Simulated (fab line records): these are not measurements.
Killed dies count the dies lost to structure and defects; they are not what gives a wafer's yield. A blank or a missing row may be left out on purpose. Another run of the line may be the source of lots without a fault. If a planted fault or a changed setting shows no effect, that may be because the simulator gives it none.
fab line records :: flow sky130
record:
  lots: 7
  wafers: 18
  lastDay: 49
route steps=708 shown VT_ADJUST_PCH@148 SONOS_TUNNEL@154 PAD_OPEN@708
lots with no fault: from the same line, run without faults
startH: start of the lot's first displayed wafer, in hours after the record's first day :: waitH: time in hours since the lot's previous step :: " the same as in the row above :: L1.1+2: one row covering several wafers at once :: - no value, or no start was given :: * or withheld: withheld :: < > ~ a bound
route shown NAME@n: NAME is a module with steps in the file, n the number in the route of the first one :: usual: mean/standard deviation of fault-free wafers :: same: alike in all rows :: chamber/n: place in a boat :: sites: each site's reading :: _std_site: their standard deviation :: _edge_site: outer sites' mean less inner sites' :: radiusMm: for every site, how far away it sits from the centre of the wafer :: mask NAME#n: copy n :: behind: the last tool/chamber to shape the wafer :: hold: cause of the lot's hold/its duration in hours/its outcome :: device: the transistor (n, p or np) that didn't switch :: end of line: the tests these same wafers got at the end of their route :: a step without rows: its recipe alone :: killed: dies lost to structure and defects at the first sort, not the wafer's yield :: map: a wafer's dies, marking killed ones x, the rest . and places with no die _
set.NAME: the run value of the setting; set.NAME@STEP: its run value at that earlier step :: model.NAME: the simulator's own value behind a step, which no gauge read
lots at some steps of the route; a table a step, a row a wafer
services: a tool's chamber out of use, with start hour (startH, from the record's first day; less than 0 if before it), hours out, and reason
== steps ==
step: SKY_VT_ADJUST_PCH_PEB_05
recipe:
  tempC: 115
  timeS: withheld
step: SKY_VT_ADJUST_PCH_DEVELOP_06
recipe:
  wallAngleDeg: 90
  developer: TMAH
  developTimeS: 60
  devTempC: 23
step: SKY_VT_ADJUST_PCH_OVL_MEAS_07
usual:
  VT_ADJUST_PCH_OVL: -0.6/1.2
lot.wafer: L556.2
tool: overlay-02
chamber: -
startH: 228.50
waitH: -
VT_ADJUST_PCH_OVL[nm]: -0.2

lot.wafer: L556.3
tool: overlay-02
chamber: -
startH: 228.50
waitH: -
VT_ADJUST_PCH_OVL[nm]: -1.6

lot.wafer: L556.4
tool: overlay-02
chamber: -
startH: 228.50
waitH: -
VT_ADJUST_PCH_OVL[nm]: -1.4

lot.wafer: L563.3
tool: overlay-02
chamber: -
startH: 280.30
waitH: -
VT_ADJUST_PCH_OVL[nm]: -2.0

lot.wafer: L563.5
tool: overlay-02
chamber: -
startH: 280.30
waitH: -
VT_ADJUST_PCH_OVL[nm]: -1.9

lot.wafer: L563.6
tool: overlay-02
chamber: -
startH: 280.30
waitH: -
VT_ADJUST_PCH_OVL[nm]: -0.7

lot.wafer: L568.1
tool: overlay-02
chamber: -
startH: 318.56
waitH: -
VT_ADJUST_PCH_OVL[nm]: 0.0

lot.wafer: L568.5
tool: overlay-02
chamber: -
startH: 318.56
waitH: -
VT_ADJUST_PCH_OVL[nm]: -0.9

lot.wafer: L569.1
tool: overlay-01
chamber: -
startH: 322.09
waitH: -
VT_ADJUST_PCH_OVL[nm]: -1.1

lot.wafer: L569.3
tool: overlay-01
chamber: -
startH: 322.09
waitH: -
VT_ADJUST_PCH_OVL[nm]: 0.1

lot.wafer: L570.1
tool: overlay-01
chamber: -
startH: 327.89
waitH: -
VT_ADJUST_PCH_OVL[nm]: -2.8

lot.wafer: L570.3
tool: overlay-01
chamber: -
startH: 327.89
waitH: -
VT_ADJUST_PCH_OVL[nm]: 0.2

lot.wafer: L574.1
tool: overlay-02
chamber: -
startH: 360.29
waitH: -
VT_ADJUST_PCH_OVL[nm]: -0.7

lot.wafer: L574.3
tool: overlay-02
chamber: -
startH: 360.29
waitH: -
VT_ADJUST_PCH_OVL[nm]: -1.0

lot.wafer: L574.5
tool: overlay-02
chamber: -
startH: 360.29
waitH: -
VT_ADJUST_PCH_OVL[nm]: -0.1

lot.wafer: L575.1
tool: overlay-02
chamber: -
startH: 371.54
waitH: -
VT_ADJUST_PCH_OVL[nm]: 0.6

lot.wafer: L575.3
tool: overlay-02
chamber: -
startH: 371.54
waitH: -
VT_ADJUST_PCH_OVL[nm]: 0.4

lot.wafer: L575.5
tool: overlay-02
chamber: -
startH: 371.54
waitH: -
VT_ADJUST_PCH_OVL[nm]: 1.3
step: SKY_VT_ADJUST_PCH_IMPLANT_08
recipe:
  species: B
  energyKev: 10
  doseCm2: 5e+11
  tiltDeg: withheld
step: SKY_VT_ADJUST_PCH_STRIP_09
recipe:
  chemistry: O2/N2
  powerW: 1400
  pressureMtorr: 1500
  platenTempC: withheld
  o2FlowSccm: 3000
  n2FlowSccm: 300
  overashFraction: 0.5
usual:
  drypumpMotorCurrentA: 5.3/0.47
  oesProductAu: 0.723/0.0041
  stripTimeToEndpointS: 36.94/0.088
lot.wafer: L556.2
tool: plasmaAsher-04
chamber: 0
startH: 228.68
waitH: 0.1
drypumpMotorCurrentA: 5.4
oesProductAu: 0.725
rfHoursCounterH: 57
stripTimeToEndpointS: 37.02

lot.wafer: L556.3
tool: plasmaAsher-04
chamber: 1
startH: 228.68
waitH: 0.1
drypumpMotorCurrentA: 5.3
oesProductAu: 0.731
rfHoursCounterH: -
stripTimeToEndpointS: 36.91

lot.wafer: L556.4
tool: plasmaAsher-04
chamber: 0
startH: 228.68
waitH: 0.1
drypumpMotorCurrentA: 5.5
oesProductAu: 0.724
rfHoursCounterH: -
stripTimeToEndpointS: 36.86

lot.wafer: L563.3
tool: plasmaAsher-03
chamber: 1
startH: 280.51
waitH: 0.1
drypumpMotorCurrentA: 5.0
oesProductAu: 0.717
rfHoursCounterH: -
stripTimeToEndpointS: 37.07

lot.wafer: L563.5
tool: plasmaAsher-03
chamber: 1
startH: 280.51
waitH: 0.1
drypumpMotorCurrentA: 5.0
oesProductAu: 0.727
rfHoursCounterH: -
stripTimeToEndpointS: 37.00

lot.wafer: L563.6
tool: plasmaAsher-03
chamber: 0
startH: 280.51
waitH: 0.1
drypumpMotorCurrentA: 6.1
oesProductAu: 0.718
rfHoursCounterH: -
stripTimeToEndpointS: 37.09

lot.wafer: L568.1
tool: plasmaAsher-03
chamber: 0
startH: 318.74
waitH: 0.1
drypumpMotorCurrentA: 6.1
oesProductAu: 0.720
rfHoursCounterH: 22
stripTimeToEndpointS: 36.93

lot.wafer: L568.5
tool: plasmaAsher-03
chamber: 0
startH: 318.74
waitH: 0.1
drypumpMotorCurrentA: 6.1
oesProductAu: 0.719
rfHoursCounterH: -
stripTimeToEndpointS: 36.83

lot.wafer: L569.1
tool: plasmaAsher-04
chamber: 1
startH: 322.28
waitH: 0.1
drypumpMotorCurrentA: 5.3
oesProductAu: 0.729
rfHoursCounterH: 66
stripTimeToEndpointS: 36.96

lot.wafer: L569.3
tool: plasmaAsher-04
chamber: 0
startH: 322.28
waitH: 0.1
drypumpMotorCurrentA: 5.4
oesProductAu: 0.725
rfHoursCounterH: -
stripTimeToEndpointS: 36.91

lot.wafer: L570.1
tool: plasmaAsher-02
chamber: 0
startH: 328.08
waitH: 0.1
drypumpMotorCurrentA: 4.8
oesProductAu: 0.723
rfHoursCounterH: 46
stripTimeToEndpointS: 36.95

lot.wafer: L570.3
tool: plasmaAsher-02
chamber: 0
startH: 328.08
waitH: 0.1
drypumpMotorCurrentA: 4.8
oesProductAu: 0.725
rfHoursCounterH: -
stripTimeToEndpointS: 37.03

lot.wafer: L574.1
tool: plasmaAsher-02
chamber: 0
startH: 360.47
waitH: 0.1
drypumpMotorCurrentA: 4.8
oesProductAu: 0.733
rfHoursCounterH: 49
stripTimeToEndpointS: 36.95

lot.wafer: L574.3
tool: plasmaAsher-02
chamber: 0
startH: 360.47
waitH: 0.1
drypumpMotorCurrentA: 4.8
oesProductAu: 0.722
rfHoursCounterH: -
stripTimeToEndpointS: 36.89

lot.wafer: L574.5
tool: plasmaAsher-02
chamber: 1
startH: 360.47
waitH: 0.1
drypumpMotorCurrentA: 4.8
oesProductAu: 0.718
rfHoursCounterH: -
stripTimeToEndpointS: 36.96

lot.wafer: L575.1
tool: plasmaAsher-02
chamber: 1
startH: 371.72
waitH: 0.1
drypumpMotorCurrentA: 4.8
oesProductAu: 0.717
rfHoursCounterH: 51
stripTimeToEndpointS: 37.01

lot.wafer: L575.3
tool: plasmaAsher-02
chamber: 1
startH: 371.72
waitH: 0.1
drypumpMotorCurrentA: 4.8
oesProductAu: 0.728
rfHoursCounterH: -
stripTimeToEndpointS: 36.86

lot.wafer: L575.5
tool: plasmaAsher-02
chamber: 1
startH: 371.72
waitH: 0.1
drypumpMotorCurrentA: 4.8
oesProductAu: 0.723
rfHoursCounterH: -
stripTimeToEndpointS: 36.85
step: SKY_VT_ADJUST_PCH_TW_MEAS_10
usual:
  VT_ADJUST_PCH_TW: 143.3/1.3
lot.wafer: L556.2
tool: filmMetro-04
chamber: -
startH: 228.79
waitH: 0.1
VT_ADJUST_PCH_TW: 143.1

lot.wafer: L556.3
tool: filmMetro-04
chamber: -
startH: 228.79
waitH: 0.1
VT_ADJUST_PCH_TW: 142.0

lot.wafer: L556.4
tool: filmMetro-04
chamber: -
startH: 228.79
waitH: 0.1
VT_ADJUST_PCH_TW: 142.6

lot.wafer: L563.3
tool: filmMetro-02
chamber: -
startH: 280.59
waitH: 0.1
VT_ADJUST_PCH_TW: 142.4

lot.wafer: L563.5
tool: filmMetro-02
chamber: -
startH: 280.59
waitH: 0.1
VT_ADJUST_PCH_TW: 142.5

lot.wafer: L563.6
tool: filmMetro-02
chamber: -
startH: 280.59
waitH: 0.1
VT_ADJUST_PCH_TW: 142.3

lot.wafer: L568.1
tool: filmMetro-02
chamber: -
startH: 318.84
waitH: 0.1
VT_ADJUST_PCH_TW: 142.5

lot.wafer: L568.5
tool: filmMetro-02
chamber: -
startH: 318.84
waitH: 0.1
VT_ADJUST_PCH_TW: 143.4

lot.wafer: L569.1
tool: filmMetro-04
chamber: -
startH: 322.38
waitH: 0.1
VT_ADJUST_PCH_TW: 142.7

lot.wafer: L569.3
tool: filmMetro-04
chamber: -
startH: 322.38
waitH: 0.1
VT_ADJUST_PCH_TW: 142.4

lot.wafer: L570.1
tool: filmMetro-04
chamber: -
startH: 328.18
waitH: 0.1
VT_ADJUST_PCH_TW: 142.4

lot.wafer: L570.3
tool: filmMetro-04
chamber: -
startH: 328.18
waitH: 0.1
VT_ADJUST_PCH_TW: 142.6

lot.wafer: L574.1
tool: filmMetro-03
chamber: -
startH: 360.57
waitH: 0.1
VT_ADJUST_PCH_TW: 145.1

lot.wafer: L574.3
tool: filmMetro-03
chamber: -
startH: 360.57
waitH: 0.1
VT_ADJUST_PCH_TW: 144.4

lot.wafer: L574.5
tool: filmMetro-03
chamber: -
startH: 360.57
waitH: 0.1
VT_ADJUST_PCH_TW: 145.2

lot.wafer: L575.1
tool: filmMetro-02
chamber: -
startH: 371.82
waitH: 0.1
VT_ADJUST_PCH_TW: 143.5

lot.wafer: L575.3
tool: filmMetro-02
chamber: -
startH: 371.82
waitH: 0.1
VT_ADJUST_PCH_TW: 142.7

lot.wafer: L575.5
tool: filmMetro-02
chamber: -
startH: 371.82
waitH: 0.1
VT_ADJUST_PCH_TW: 143.3
step: SKY_SONOS_TUNNEL_DEHYDRATE_00
recipe:
  tempC: 200
  timeS: 60
step: SKY_SONOS_TUNNEL_HMDS_01
recipe:
  primeTimeS: 60
  primeTempC: 120
step: SKY_SONOS_TUNNEL_COAT_02
recipe:
  resist: NOVOLAK
  spinRpm: 3000
  resistThkNm: 1140
step: SKY_SONOS_TUNNEL_SOFTBAKE_03
recipe:
  tempC: 90
  timeS: 60
  resist: NOVOLAK
step: SKY_SONOS_TUNNEL_EXPOSE_04
recipe:
  maskId: TUNM
  na: 0.6
  sourceShape: conventional
  sigmaOuter: 0.6
  polarization: unpolarized
  targetCdNm: 410
  doseMj: 136
step: SKY_SONOS_TUNNEL_PEB_05
recipe:
  tempC: withheld
  timeS: *
  resist: NOVOLAK
step: SKY_SONOS_TUNNEL_DEVELOP_06
recipe:
  resist: NOVOLAK
  developer: TMAH
  developTimeS: 60
  devTempC: 23
usual:
  chillPlateTempC: 22.99/0.13
lot.wafer: L556.2
tool: lithoTrack-03
chamber: 0
startH: 250.68
waitH: 0.1
chillPlateTempC: 22.91

lot.wafer: L556.3
tool: lithoTrack-03
chamber: 0
startH: 250.68
waitH: 0.1
chillPlateTempC: 23.13

lot.wafer: L556.4
tool: lithoTrack-03
chamber: 0
startH: 250.68
waitH: 0.1
chillPlateTempC: 22.94

lot.wafer: L563.3
tool: lithoTrack-04
chamber: 0
startH: 305.53
waitH: 0.1
chillPlateTempC: 23.04

lot.wafer: L563.5
tool: lithoTrack-04
chamber: 0
startH: 305.53
waitH: 0.1
chillPlateTempC: 22.77

lot.wafer: L563.6
tool: lithoTrack-04
chamber: 0
startH: 305.53
waitH: 0.1
chillPlateTempC: 23.07

lot.wafer: L568.1
tool: lithoTrack-04
chamber: 0
startH: 344.73
waitH: 0.1
chillPlateTempC: 22.89

lot.wafer: L568.5
tool: lithoTrack-04
chamber: 0
startH: 344.73
waitH: 0.1
chillPlateTempC: 22.96

lot.wafer: L569.1
tool: lithoTrack-04
chamber: 0
startH: 348.88
waitH: 0.1
chillPlateTempC: 22.77

lot.wafer: L569.3
tool: lithoTrack-04
chamber: 0
startH: 348.88
waitH: 0.1
chillPlateTempC: 22.90

lot.wafer: L570.1
tool: lithoTrack-04
chamber: 0
startH: 355.18
waitH: 0.1
chillPlateTempC: 23.11

lot.wafer: L570.3
tool: lithoTrack-04
chamber: 0
startH: 355.18
waitH: 0.1
chillPlateTempC: 23.08

lot.wafer: L574.1
tool: lithoTrack-02
chamber: 0
startH: 388.84
waitH: 0.1
chillPlateTempC: 23.02

lot.wafer: L574.3
tool: lithoTrack-02
chamber: 0
startH: 388.84
waitH: 0.1
chillPlateTempC: 23.21

lot.wafer: L574.5
tool: lithoTrack-02
chamber: 0
startH: 388.84
waitH: 0.1
chillPlateTempC: 23.15

lot.wafer: L575.1
tool: lithoTrack-02
chamber: 0
startH: 400.54
waitH: 0.1
chillPlateTempC: 23.14

lot.wafer: L575.3
tool: lithoTrack-02
chamber: 0
startH: 400.54
waitH: 0.1
chillPlateTempC: 23.18

lot.wafer: L575.5
tool: lithoTrack-02
chamber: 0
startH: 400.54
waitH: 0.1
chillPlateTempC: 22.99
step: SKY_SONOS_TUNNEL_CD_MEAS_07
recipe:
  targetCdNm: 410
usual:
  cdNm: 410.6/2.3
lot.wafer: L556.2
tool: cdSem-02
chamber: -
startH: 250.83
waitH: 0.1
cdNm: 409.3

lot.wafer: L556.3
tool: cdSem-02
chamber: -
startH: 250.83
waitH: 0.1
cdNm: 407.8

lot.wafer: L556.4
tool: cdSem-02
chamber: -
startH: 250.83
waitH: 0.1
cdNm: 409.0

lot.wafer: L563.3
tool: cdSem-01
chamber: -
startH: 305.67
waitH: 0.1
cdNm: 408.5

lot.wafer: L563.5
tool: cdSem-01
chamber: -
startH: 305.67
waitH: 0.1
cdNm: 411.0

lot.wafer: L563.6
tool: cdSem-01
chamber: -
startH: 305.67
waitH: 0.1
cdNm: 409.2

lot.wafer: L568.1
tool: cdSem-02
chamber: -
startH: 344.88
waitH: 0.1
cdNm: 397.6

lot.wafer: L568.5
tool: cdSem-02
chamber: -
startH: 344.88
waitH: 0.1
cdNm: 409.5

lot.wafer: L569.1
tool: cdSem-02
chamber: -
startH: 349.03
waitH: 0.1
cdNm: 398.6

lot.wafer: L569.3
tool: cdSem-02
chamber: -
startH: 349.03
waitH: 0.1
cdNm: 410.5

lot.wafer: L570.1
tool: cdSem-01
chamber: -
startH: 355.33
waitH: 0.1
cdNm: 397.7

lot.wafer: L570.3
tool: cdSem-01
chamber: -
startH: 355.33
waitH: 0.1
cdNm: 408.4

lot.wafer: L574.1
tool: cdSem-02
chamber: -
startH: 388.99
waitH: 0.1
cdNm: 413.8

lot.wafer: L574.3
tool: cdSem-02
chamber: -
startH: 388.99
waitH: 0.1
cdNm: 414.3

lot.wafer: L574.5
tool: cdSem-02
chamber: -
startH: 388.99
waitH: 0.1
cdNm: 410.9

lot.wafer: L575.1
tool: cdSem-02
chamber: -
startH: 400.69
waitH: 0.1
cdNm: 413.4

lot.wafer: L575.3
tool: cdSem-02
chamber: -
startH: 400.69
waitH: 0.1
cdNm: 415.1

lot.wafer: L575.5
tool: cdSem-02
chamber: -
startH: 400.69
waitH: 0.1
cdNm: 414.0
step: SKY_SONOS_TUNNEL_OVL_MEAS_08
usual:
  SONOS_TUNNEL_OVL: -0.9/1.6
lot.wafer: L556.2
tool: overlay-01
chamber: -
startH: 250.93
waitH: 0.1
SONOS_TUNNEL_OVL[nm]: -0.5

lot.wafer: L556.3
tool: overlay-01
chamber: -
startH: 250.93
waitH: 0.1
SONOS_TUNNEL_OVL[nm]: -1.1

lot.wafer: L556.4
tool: overlay-01
chamber: -
startH: 250.93
waitH: 0.1
SONOS_TUNNEL_OVL[nm]: 0.6

lot.wafer: L563.3
tool: overlay-02
chamber: -
startH: 305.76
waitH: 0.1
SONOS_TUNNEL_OVL[nm]: -2.0

lot.wafer: L563.5
tool: overlay-02
chamber: -
startH: 305.76
waitH: 0.1
SONOS_TUNNEL_OVL[nm]: -1.1

lot.wafer: L563.6
tool: overlay-02
chamber: -
startH: 305.76
waitH: 0.1
SONOS_TUNNEL_OVL[nm]: -1.8

lot.wafer: L568.1
tool: overlay-01
chamber: -
startH: 345.00
waitH: 0.1
SONOS_TUNNEL_OVL[nm]: 2.4

lot.wafer: L568.5
tool: overlay-01
chamber: -
startH: 345.00
waitH: 0.1
SONOS_TUNNEL_OVL[nm]: -1.6

lot.wafer: L569.1
tool: overlay-01
chamber: -
startH: 349.15
waitH: 0.1
SONOS_TUNNEL_OVL[nm]: 1.3

lot.wafer: L569.3
tool: overlay-01
chamber: -
startH: 349.15
waitH: 0.1
SONOS_TUNNEL_OVL[nm]: -0.1

lot.wafer: L570.1
tool: overlay-01
chamber: -
startH: 355.45
waitH: 0.1
SONOS_TUNNEL_OVL[nm]: -1.4

lot.wafer: L570.3
tool: overlay-01
chamber: -
startH: 355.45
waitH: 0.1
SONOS_TUNNEL_OVL[nm]: -1.8

lot.wafer: L574.1
tool: overlay-01
chamber: -
startH: 389.11
waitH: 0.1
SONOS_TUNNEL_OVL[nm]: 0.1

lot.wafer: L574.3
tool: overlay-01
chamber: -
startH: 389.11
waitH: 0.1
SONOS_TUNNEL_OVL[nm]: 1.0

lot.wafer: L574.5
tool: overlay-01
chamber: -
startH: 389.11
waitH: 0.1
SONOS_TUNNEL_OVL[nm]: 1.4

lot.wafer: L575.1
tool: overlay-01
chamber: -
startH: 400.81
waitH: 0.1
SONOS_TUNNEL_OVL[nm]: 2.1

lot.wafer: L575.3
tool: overlay-01
chamber: -
startH: 400.81
waitH: 0.1
SONOS_TUNNEL_OVL[nm]: 1.8

lot.wafer: L575.5
tool: overlay-01
chamber: -
startH: 400.81
waitH: 0.1
SONOS_TUNNEL_OVL[nm]: 0.3
step: SKY_PAD_OPEN_PROBE_99
usual:
  killed_at_M0_to_M3: 43/7.5
  killed_at_M4_up: 3.3/1.9
  killedAtContacts: 24/4.6
  killedAtFrontEnd: 16/4.9
  killedAtOther: 0.2/0.46
  killedDies: 87/9.1
  killedOpen: 47/7.4
  killedShort: 39/6.6
same:
  grossDies: 492
  killedAtBackSide: 0
lot.wafer: L563.3
tool: prober-01
chamber: -
startH: 1121.15
waitH: 0.2
killed_at_M0_to_M3: 43
killed_at_M4_up: 4
killedAtContacts: 27
killedAtFrontEnd: 27
killedAtOther: 0
killedDies: 101
killedOpen: 34
killedShort: 65

lot.wafer: L563.5
tool: prober-01
chamber: -
startH: 1121.25
waitH: 0.2
killed_at_M0_to_M3: 45
killed_at_M4_up: 4
killedAtContacts: 26
killedAtFrontEnd: 18
killedAtOther: 1
killedDies: 94
killedOpen: 40
killedShort: 53

lot.wafer: L563.6
tool: prober-01
chamber: -
startH: 1121.30
waitH: 0.2
killed_at_M0_to_M3: 58
killed_at_M4_up: 0
killedAtContacts: 17
killedAtFrontEnd: 17
killedAtOther: 1
killedDies: 93
killedOpen: 58
killedShort: 35

lot.wafer: L575.1
tool: prober-01
chamber: -
startH: 1181.30
waitH: 0.1
killed_at_M0_to_M3: 49
killed_at_M4_up: 3
killedAtContacts: 28
killedAtFrontEnd: 10
killedAtOther: 0
killedDies: 90
killedOpen: 56
killedShort: 34

lot.wafer: L575.3
tool: prober-01
chamber: -
startH: 1181.40
waitH: 0.2
killed_at_M0_to_M3: 37
killed_at_M4_up: 4
killedAtContacts: 24
killedAtFrontEnd: 14
killedAtOther: 0
killedDies: 79
killedOpen: 46
killedShort: 33

lot.wafer: L575.5
tool: prober-01
chamber: -
startH: 1181.50
waitH: 0.2
killed_at_M0_to_M3: 48
killed_at_M4_up: 5
killedAtContacts: 18
killedAtFrontEnd: 16
killedAtOther: 0
killedDies: 87
killedOpen: 48
killedShort: 38
killed by level:class
L563.3 METAL1:geometricParticle:short=12 FIELD_ISO:geometricParticle:open=10 METAL2:geometricParticle:short=10 FIELD_ISO:geometricParticle:short=8 CONTACT:geometricParticle:short=8 LI_CONTACT:geometricParticle:short=7 CONTACT:geometricParticle:open=7 LOCAL_INTERCONNECT:geometricParticle:short=5
L563.5 METAL2:geometricParticle:short=10 VIA1:geometricParticle:short=8 METAL1:geometricParticle:short=8 LI_CONTACT:geometricParticle:open=7 CONTACT:geometricParticle:open=7 VIA1:geometricParticle:open=6 FIELD_ISO:geometricParticle:open=5 LOCAL_INTERCONNECT:geometricParticle:short=4
L563.6 VIA1:geometricParticle:open=17 VIA3:geometricParticle:open=11 LI_CONTACT:geometricParticle:open=5 CONTACT:geometricParticle:open=5 VIA1:geometricParticle:short=5 FIELD_ISO:geometricParticle:open=4 POLY_GATE:geometricParticle:short=4 METAL1:geometricParticle:open=4
L575.1 VIA1:geometricParticle:open=17 LI_CONTACT:geometricParticle:open=10 VIA2:geometricParticle:open=9 CONTACT:geometricParticle:open=7 METAL3:geometricParticle:short=6 LOCAL_INTERCONNECT:geometricParticle:short=5 VIA1:geometricParticle:short=5 VIA3:geometricParticle:open=5
L575.3 VIA2:geometricParticle:open=9 CONTACT:geometricParticle:open=8 VIA1:geometricParticle:open=7 LI_CONTACT:geometricParticle:open=6 CONTACT:geometricParticle:short=6 VIA3:geometricParticle:open=5 POLY_GATE:geometricParticle:open=4 LI_CONTACT:geometricParticle:short=4
L575.5 VIA1:geometricParticle:open=14 CONTACT:geometricParticle:open=8 FIELD_ISO:geometricParticle:open=6 VIA2:geometricParticle:short=6 VIA2:geometricParticle:open=6 LI_CONTACT:geometricParticle:open=5 FIELD_ISO:geometricParticle:short=4 METAL1:geometricParticle:short=4
== services ==
tool: plasmaAsher-02
chamber: -
startH: 206.37
hours: 21.0
kind: repair

tool: plasmaAsher-03
chamber: -
startH: 212.21
hours: 0.8
kind: repair

tool: plasmaAsher-02
chamber: -
startH: 227.35
hours: 12.8
kind: pm

tool: plasmaAsher-02
chamber: -
startH: 260.84
hours: 16.8
kind: repair

tool: plasmaAsher-04
chamber: -
startH: 276.32
hours: 5.2
kind: repair

tool: plasmaAsher-04
chamber: -
startH: 390.04
hours: 14.6
kind: pm
== key ==
firstSign:
  step: SKY_SONOS_TUNNEL_CD_MEAS_07
  reading: cdNm
  direction: down
  sigmas: 5.4
  usual: 410.6
  struck: 398.0
effect none on later readings
metAt SKY_SONOS_TUNNEL_DEVELOP_06
struckWafers L568.1,L569.1,L570.1
testerLeftOut L568,L569,L570
onsetBetween 305.53 344.73
fault:
  kind: processParameterDrift
  tool: lithoTrack-04
  chamber: -
  onsetH: 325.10
  steps: SKY_SONOS_TUNNEL_DEVELOP_06
  channel: developTimeS
  offset: *
  shape: step
  endH: 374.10
  scope: struckWafersOnly
  actsIn: *
  stated: *
testerLeftOut: of these lots the tester's yield and bins aren't shown, on N5 and GAA mostly nor the transistor test; their killed dies are dies lost to structure and defects alone, not to doping, threshold or leakage, so they don't give the yield
